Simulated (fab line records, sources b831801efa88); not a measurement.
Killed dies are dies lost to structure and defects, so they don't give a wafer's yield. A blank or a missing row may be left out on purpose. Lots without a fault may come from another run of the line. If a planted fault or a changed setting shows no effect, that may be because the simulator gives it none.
A struck lot beside a sound one || flow sky130 || 14 out of 708 route steps
Sound: these wafers, L467.3, L467.5, L467.6. Struck: wafers L472.2, L472.3, L472.5. Last of all comes the cause.
Order at every step that has rows: each side's tool, ch and its chambers, its first start. Under that, the readings that differ: sound wafers || struck wafers || difference of the means || sigmas: that difference in standard deviations of wafers without a fault.
alike: readings whose means differ by less than 2 such deviations, and words and numbers that are the same on both sides. not compared: withheld readings, readings that some wafer has no value for, bounds like >300 that may hide the same value, and numbers for which the record gives no deviation and whose values overlap.
Wherever a step has rows on one side only, a row that says differs or no value, or a row with sigmas, the two part there. Numbers that don't overlap but have no deviation are shown without sigmas and don't part them. A reading that every wafer of one side lacks parts them only if that side has two wafers or more.

first, 5 steps without rows for these wafers: SKY_SD_P_COAT_02 (resist thk 1140 nm); SKY_SD_P_SOFTBAKE_03 (time 60 s); SKY_SD_P_EXPOSE_04 (exposes mask PSDM, target cd 380 nm); SKY_SD_P_PEB_05; SKY_SD_P_DEVELOP_06 (develop time 60 s).
SKY_SD_P_CD_MEAS_07 targets a cd of 380 nm.
  sound on cd sem-01, day 27 02:14; struck on cd sem-01, day 29 02:06
  alike: cd nm
SKY_SD_P_OVL_MEAS_08:
  sound on overlay-01, day 27 02:20; struck on overlay-02, day 29 02:13
  alike: SD_P_OVL
next, for these wafers, 1 step has no rows: SKY_SD_P_IMPLANT_09.
SKY_SD_P_STRIP_10: strips in O2/N2.
  sound on plasma asher-04 ch 0,1, day 27 02:32; struck on plasma asher-03 ch 0,1, day 29 02:23
{"reading": "drypump motor current A (A)", "sound": "5.0 5.4 5.0", "struck": "5.8 6.8 6.8", "difference": "+1.3", "sigmas": "+2"}
  alike: oes product au, strip time to endpoint s
  not compared: rf hours counter h
SKY_SD_P_TW_MEAS_11:
  sound on film metro-04, day 27 02:38; struck on film metro-02, day 29 02:30
  alike: SD_P_TW
then, 2 steps without rows for these wafers: SKY_RES_XHIGH_DEHYDRATE_00 (time 60 s); SKY_RES_XHIGH_HMDS_01 (prime time 60 s).
SKY_RES_XHIGH_COAT_02: resist thk 1140 nm.
  struck on litho track-04, day 29 16:20; sound on litho track-04 ch 0, day 27 16:21
  no value came back on the struck wafers for chill plate temp C (C), dispense pressure kPa (kPa); on the sound wafers chill plate temp C (C) reads 23.06 22.93 23.05
then, 1 step without rows for these wafers: SKY_RES_XHIGH_SOFTBAKE_03 (time 60 s).

## WHERE THEY PART
Earliest at SKY_SD_P_STRIP_10; latest, in this record, at SKY_RES_XHIGH_COAT_02.

WHY: whatever the simulator had introduced
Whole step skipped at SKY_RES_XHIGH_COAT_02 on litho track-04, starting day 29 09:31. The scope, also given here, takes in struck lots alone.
